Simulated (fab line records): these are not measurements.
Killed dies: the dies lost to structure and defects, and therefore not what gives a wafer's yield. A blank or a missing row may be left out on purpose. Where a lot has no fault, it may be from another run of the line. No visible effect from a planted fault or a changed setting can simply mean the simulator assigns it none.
Problem report in the 8D (eight disciplines) form, filled by code -- flow gf180mcu -- the parts of the form that need people (team, actions taken, sign-off) are left out

## 1. WHAT IS WRONG
Wafers without a fault read 85.70 W, standard deviation 0.086; heater_power_total_W at GF_CONTACT_PEB_12 reads a mean of 88.31 W on 6 wafers belonging to 2 lots. That puts it +30 standard deviations away from the usual mean.
The step: peb time 90 s.
The first sign was on wafer L212.1 at day 21 01:49, on litho_track-04. The record holds 42 wafers of 14 lots with a number at this step. The rule behind "out" and "out of limits": a value lying over 4 standard deviations away from the usual mean. The rest of the wafers with a number are treated as sound.

## 2. WHAT THIS IS AND IS NOT
question,is,is not
which readings at this step,heater_power_total_W,-
which lots,"L212, L213","L197, L198, L199, L202, L204, L205, L207, L208, L211, L216, L217, L219"
which wafers of those lots,all that have a number,-
read on which tools,litho_track-04,"litho_track-02, litho_track-03"
when,from day 21 01:49,"up to then (27 sound wafers); but 9 sound wafers of L216, L217, L219 came after"

## 3. WHAT RULES OUT EACH SUSPECT
Counting: a tool at any process step up to the reading remains a suspect when it ran all the lots that are out and ran no sound lot after the first of those.
- litho_track-04 at GF_CONTACT_PEB_12 (peb time 90 s): kept. Every lot that is out went through it, starting with L212 (day 21 01:49), and after that it ran no sound lot; the last sound lot it ran before then is L211 (day 20 15:06). Its own readings are out on those wafers: heater_power_total_W.
After counting, what remains is litho_track-04 at GF_CONTACT_PEB_12.

## 4. THE CAUSE (what the simulator had put in)
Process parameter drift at GF_CONTACT_PEB_12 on litho_track-04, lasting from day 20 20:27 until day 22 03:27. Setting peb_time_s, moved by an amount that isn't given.
After counting, this tool was the only one left.

## 5. THE CHAIN OF EFFECTS, in route order
Each row: a reading where the mean over the struck wafers with a number is more than 3 standard deviations away from the usual. Only readings for which the record gives a usual standard deviation are gone through. hours: the time from each lot's start at the first step in this table that gives one to its start at this step, as a median over the lots. sigmas: the change in usual standard deviations.
hours,step,reading,usual,on struck wafers,change,sigmas
0,GF_CONTACT_PEB_12,heater_power_total_W,85.70 W,88.31,+2.61,+30
The process steps in it:
- GF_CONTACT_PEB_12: peb time 90 s.
At these later measuring or inspecting steps, every struck wafer for which the step has a row has a number for every such reading, and none has moved that far: GF_CONTACT_CD_MEAS_14.

## 6. HOW IT WOULD HAVE BEEN CAUGHT EARLIER
In this record the first reading out of limits was taken at day 21 01:49, 5 hours after the fault began at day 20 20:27.
